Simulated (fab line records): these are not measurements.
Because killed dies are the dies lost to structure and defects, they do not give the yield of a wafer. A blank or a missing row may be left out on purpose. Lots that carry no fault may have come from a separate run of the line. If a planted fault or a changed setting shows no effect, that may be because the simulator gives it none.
The same fault as seen by 2 desks :: flow gf180mcu :: only its own numbers are on each desk; what lay behind them is given at the end

FOR THE TOOL OWNER'S DESK: implanter-02
The tool's own readings at GF_NSD_IMPLANT_09, given as means over the sampled wafers that have a number, one for each lot that went through this tool. Marked OUT: a lot whose mean sits more than 4 standard deviations from the usual mean, which makes it out of limits; the brackets give that distance.
Columns: A = beamOnS at GF_NSD_IMPLANT_09, usual 18.1 s; B = doseIonsCm2 at GF_NSD_IMPLANT_09, usual 4.001e+15; C = endStationPressureTorr at GF_NSD_IMPLANT_09, usual 1.35e-05 Torr
lot: L199
first seen here: day 14 08:50
A: 16.8
B: 4.007e+15
C: 1.51e-05

lot: L200
first seen here: day 14 16:44
A: 16.9
B: 3.999e+15
C: 1.39e-05

lot: L201
first seen here: day 14 22:55
A: 17.0
B: 4.001e+15
C: 1.40e-05

lot: L202
first seen here: day 15 10:43
A: 17.0
B: 4.000e+15
C: 1.47e-05

lot: L215
first seen here: day 20 05:46
A: 17.2
B: 4.006e+15
C: 1.40e-05

lot: L217
first seen here: day 20 16:52
A: 16.8
B: 4.003e+15
C: 1.40e-05

lot: L219
first seen here: day 21 10:09
A: 16.7
B: 4.003e+15
C: 1.44e-05
This desk's verdict: no lot among the 7 shows anything out of limits.

AT THE METROLOGY DESK
What the gauges read for every lot (on any tool): the sampled wafers with a number, averaged. Marked OUT: a lot whose mean sits more than 4 standard deviations from the usual mean, which makes it out of limits; the brackets give that distance.
Columns: A = NSD_RS at GF_PSD_RS_MEAS_14, usual 46.15 ohm/sq; B = V2_OVL at GF_V2_OVL_MEAS_15, usual -1 nm; C = V2_W_RS at GF_V2_RS_MEAS_24, usual 0.329 ohm/sq
lot: L196
first seen here: day 14 03:47
A: 46.10
B: 6
C: 0.331

lot: L198
first seen here: day 15 00:16
A: 46.09
B: -1
C: 0.329

lot: L199
first seen here: day 15 06:40
A: 46.11
B: -3
C: 0.331

lot: L200
first seen here: day 15 15:11
A: 46.15
B: -1
C: 0.329

lot: L201
first seen here: day 15 20:57
A: 46.75 (+7.0) OUT
B: -2
C: 0.325

lot: L202
first seen here: day 16 09:43
A: 46.75 (+7.1) OUT
B: -2
C: 0.332

lot: L212
first seen here: day 19 19:32
A: 46.17
B: -2
C: 0.332

lot: L215
first seen here: day 21 05:41
A: 46.20
B: -4
C: 0.331

lot: L217
first seen here: day 21 16:46
A: 46.22
B: -1
C: 0.328

lot: L219
first seen here: day 22 10:44
A: 46.01
B: -3
C: 0.330

lot: L218
first seen here: day 22 11:02
A: 46.25
B: 4
C: 0.328
This desk's result: L201, L202 out of limits, first on L201 (NSD_RS at GF_PSD_RS_MEAS_14), day 15 20:57. L196, L198, L199, L200, L212, L215, L217, L219, L218: within limits.

TAKEN TOGETHER
The metrology desk could have raised an alarm at day 15 20:57, on L201, L202.
Nothing out of limits was seen by the tool owner's desk.
Tool owner's desk: L201, L202 on record, inside its limits.
On implanter-02, each named lot ran GF_NSD_IMPLANT_09.

WHAT THE SIMULATOR HAD INSERTED
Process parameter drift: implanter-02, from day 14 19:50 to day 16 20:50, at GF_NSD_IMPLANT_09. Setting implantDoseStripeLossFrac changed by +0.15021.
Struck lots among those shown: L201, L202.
Hours from the fault's start to each desk's first reading out of limits: the metrology desk, 25.
